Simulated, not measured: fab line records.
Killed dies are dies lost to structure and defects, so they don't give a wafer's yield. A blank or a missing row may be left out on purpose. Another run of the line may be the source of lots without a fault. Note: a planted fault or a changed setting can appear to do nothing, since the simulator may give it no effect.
Chamber matching + flow sky130 + rie-diel-02 running SKY_FIELD_ISO_ETCH_14: 4 sister chambers
The step etches BARC in N2/H2, stops on SiO2, time 45.9 s, target depth 60 nm. 18 wafers are shown with their chamber, then 9 later ones without.

## EACH WAFER AND ITS CHAMBER
| wafer  | chamber | oes-product-au (a.u.) | throttle-valve-pct (%) |
|--------|---------|-----------------------|------------------------|
| L075.1 | 1       | 0.852                 | 13.230                 |
| L075.3 | 0       | 0.854                 | 13.223                 |
| L075.4 | 3       | 0.853                 | 13.217                 |
| L076.3 | 3       | 0.863                 | 13.220                 |
| L076.4 | 1       | 0.855                 | 13.219                 |
| L076.6 | 1       | 0.860                 | 13.239                 |
| L077.1 | 3       | 0.854                 | 13.236                 |
| L077.5 | 3       | 0.850                 | 13.226                 |
| L077.6 | 0       | 0.859                 | 13.213                 |
| L079.1 | 0       | 0.849                 | 13.227                 |
| L079.4 | 1       | 0.864                 | 13.226                 |
| L079.5 | 2       | 0.852                 | 13.220                 |
| L084.1 | 2       | 0.856                 | 13.244                 |
| L084.3 | 0       | 0.851                 | 13.224                 |
| L084.4 | 1       | 0.865                 | 13.220                 |
| L087.1 | 0       | 0.859                 | 13.226                 |
| L087.2 | 1       | 0.855                 | 13.235                 |
| L087.6 | 1       | 0.856                 | 13.202                 |

SIGNATURES, as means of the wafers listed above
| reading            | chamber 0 | chamber 1 | chamber 2 | chamber 3 | scatter within a chamber |
|--------------------|-----------|-----------|-----------|-----------|--------------------------|
| oes-product-au     | 0.85440   | 0.85814   | 0.85400   | 0.85500   | 0.00487                  |
| throttle-valve-pct | 13.22260  | 13.22443  | 13.23200  | 13.22475  | 0.0105                   |
Rule: distance of a wafer from a chamber = root of the sum over the readings of ((wafer's reading minus chamber's mean) / reading's scatter) squared. If the next closest chamber is less than 2 further off than the closest, the wafer can't be placed; otherwise it belongs to the closest. How the scatter is found: for the shown wafers, subtract from each reading the mean of its chamber, square and add these, divide the total by (wafers less chambers), then take the root.

## WAFERS WHOSE CHAMBER IS MISSING
| wafer  | oes-product-au (a.u.) | throttle-valve-pct (%) |
|--------|-----------------------|------------------------|
| L091.3 | 0.852                 | 13.216                 |
| L091.4 | 0.856                 | 13.229                 |
| L091.5 | 0.860                 | 13.220                 |
| L095.1 | 0.843                 | 13.231                 |
| L095.2 | 0.851                 | 13.227                 |
| L095.4 | 0.857                 | 13.234                 |
| L097.1 | 0.851                 | 13.216                 |
| L097.4 | 0.854                 | 13.220                 |
| L097.6 | 0.854                 | 13.220                 |

## CHAMBER TAKEN BY EACH
| wafer  | from the rows above               | in truth |
|--------|-----------------------------------|----------|
| L091.3 | can't be placed: 0 or 3 or 1 or 2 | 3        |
| L091.4 | can't be placed: 3 or 2 or 1 or 0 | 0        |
| L091.5 | can't be placed: 1 or 3 or 0 or 2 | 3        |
| L095.1 | can't be placed: 2 or 0 or 3 or 1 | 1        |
| L095.2 | can't be placed: 2 or 0 or 3 or 1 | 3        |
| L095.4 | can't be placed: 2 or 1 or 3 or 0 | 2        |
| L097.1 | can't be placed: 0 or 3 or 2 or 1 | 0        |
| L097.4 | can't be placed: 0 or 3 or 1 or 2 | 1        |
| L097.6 | can't be placed: 0 or 3 or 1 or 2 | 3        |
Placed correctly: 0 of 9. Can't be placed from these rows: 9 (the true chamber is among the candidates in 9). Placed wrongly: 0.
